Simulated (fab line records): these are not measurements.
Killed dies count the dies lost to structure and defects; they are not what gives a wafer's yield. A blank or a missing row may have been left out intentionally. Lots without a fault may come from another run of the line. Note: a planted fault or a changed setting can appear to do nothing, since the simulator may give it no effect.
Comparing a struck lot with a sound one	flow sfq-line	15 out of 325 route steps
Sound: these wafers, L947.1, L947.5, L947.6. Wafers struck: L946.2, L946.4. The cause is given at the end.
Per side, at each step with rows, come the tool, then ch with its chambers, and then its first start. Under that, the readings that differ: sound wafers	struck wafers	difference of the means	sigmas: that difference in standard deviations of wafers without a fault.
alike: same words and numbers on both sides, and readings whose means sit less than 2 such deviations apart. not compared: any withheld reading, any reading some wafer has no value for, any bound like >300 that may hide the same value, and any number with overlapping values for which the record gives no deviation.
Wherever a step has rows on one side only, a row that says differs or no value, or a row with sigmas, the two part there. When numbers do not overlap yet have no deviation, they are printed without sigmas and do not part them. A reading that every wafer of one side lacks parts them only if that side has two wafers or more.

first, 1 step without rows for these wafers: SFQ_TRILAYER_M1_STRIP_SOLV_CLEAN_044 (cleans in NMP, time 600 s).
SFQ_TRILAYER_I1_DEP_PECVD_045: deposits SiO2 from SiH4/N2O, time 111.11 s, target thk 500 nm.
  sound on pecvd-01 ch 0,2, day 27 12:08; struck on pecvd-02 ch 1,2, day 27 10:56
  alike: heater-power-w, throttle-valve-pct
SFQ_TRILAYER_I1_CMP_CMP_046: polishes SiO2.
  sound on cmp-02 ch 1,2, day 27 16:09; struck on cmp-01 ch 1,2, day 27 15:05
  alike: edge-zone-pressure-frac, motor-current-A, slurry-flow-ml-min, time-to-endpoint-s
SFQ_I1_BOW_MEAS_912:
  sound on film-metro-01, day 27 18:39; struck on film-metro-04, day 27 18:07
  alike: I1_BOW
SFQ_TRILAYER_I1_METRO_MEASURE_047:
  sound on film-metro-01, day 27 18:46; struck on film-metro-04, day 27 18:25
  alike: thk-nm
then, 6 steps without rows for these wafers: SFQ_TRILAYER_I1_VIA_LITHO_COAT_054 (resist thk 62 nm); SFQ_TRILAYER_I1_VIA_LITHO_COAT_049 (resist thk 650 nm); SFQ_TRILAYER_I1_VIA_LITHO_SOFTBAKE_053; SFQ_TRILAYER_I1_VIA_LITHO_EXPOSE_050 (exposes mask I1, target cd 500 nm); SFQ_TRILAYER_I1_VIA_LITHO_PEB_052 (peb time 60 s); SFQ_TRILAYER_I1_VIA_LITHO_DEVELOP_051 (time 60 s).
-- the record jumps here: 7 days lie between the struck wafers' starts before and after --
SFQ_I1_OVL_MEAS_913:
  sound on overlay-01, day 34 08:23; struck on overlay-01, day 34 07:11
  alike: I1_OVL
SFQ_TRILAYER_I1_VIA_BARC_OPEN_VIA_ETCH_071: etches BARC in O2, target depth 125 nm, time 41.7 s.
  sound on rie-diel-01 ch 0,2,3, day 34 08:25; struck on rie-diel-04 ch 1,2, day 34 07:13
reading	sound	struck	difference	sigmas
model.KrF_of_TRILAYER_I1_VIA_LITHO_COAT_049.thk-nm (nm)	574 574.2 575.8	544.9 546.6	-28.9	
  alike: chamber-pressure-mTorr, drypump-motor-current-A, oes-product-au
  not compared: rf-hours-counter-h
SFQ_TRILAYER_I1_VIA_ETCH_VIA_ETCH_052: etches SiO2 in CHF3, stops on Nb, target depth 260 nm.
  sound on rie-diel-01 ch 0,2,3, day 34 08:28; struck on rie-diel-04 ch 1,2, day 34 07:16
reading	sound	struck	difference	sigmas
model.KrF_of_TRILAYER_I1_VIA_LITHO_COAT_049.thk-nm (nm)	530.2 530.7 531.7	499.5 501.8	-30.2	
  alike: chamber-pressure-mTorr, drypump-motor-current-A, oes-product-au
SFQ_TRILAYER_I1_VIA_STRIP_STRIP_053: strips in O2.
  sound on rie-metal-04 ch 0,1, day 34 08:35; struck on rie-metal-03 ch 0,1, day 34 07:23
  alike: chamber-pressure-mTorr, drypump-motor-current-A, oes-product-au
  not compared: rf-hours-counter-h

## WHERE THEY PART
Nowhere in this record.

WHY: what had been put in by the simulator
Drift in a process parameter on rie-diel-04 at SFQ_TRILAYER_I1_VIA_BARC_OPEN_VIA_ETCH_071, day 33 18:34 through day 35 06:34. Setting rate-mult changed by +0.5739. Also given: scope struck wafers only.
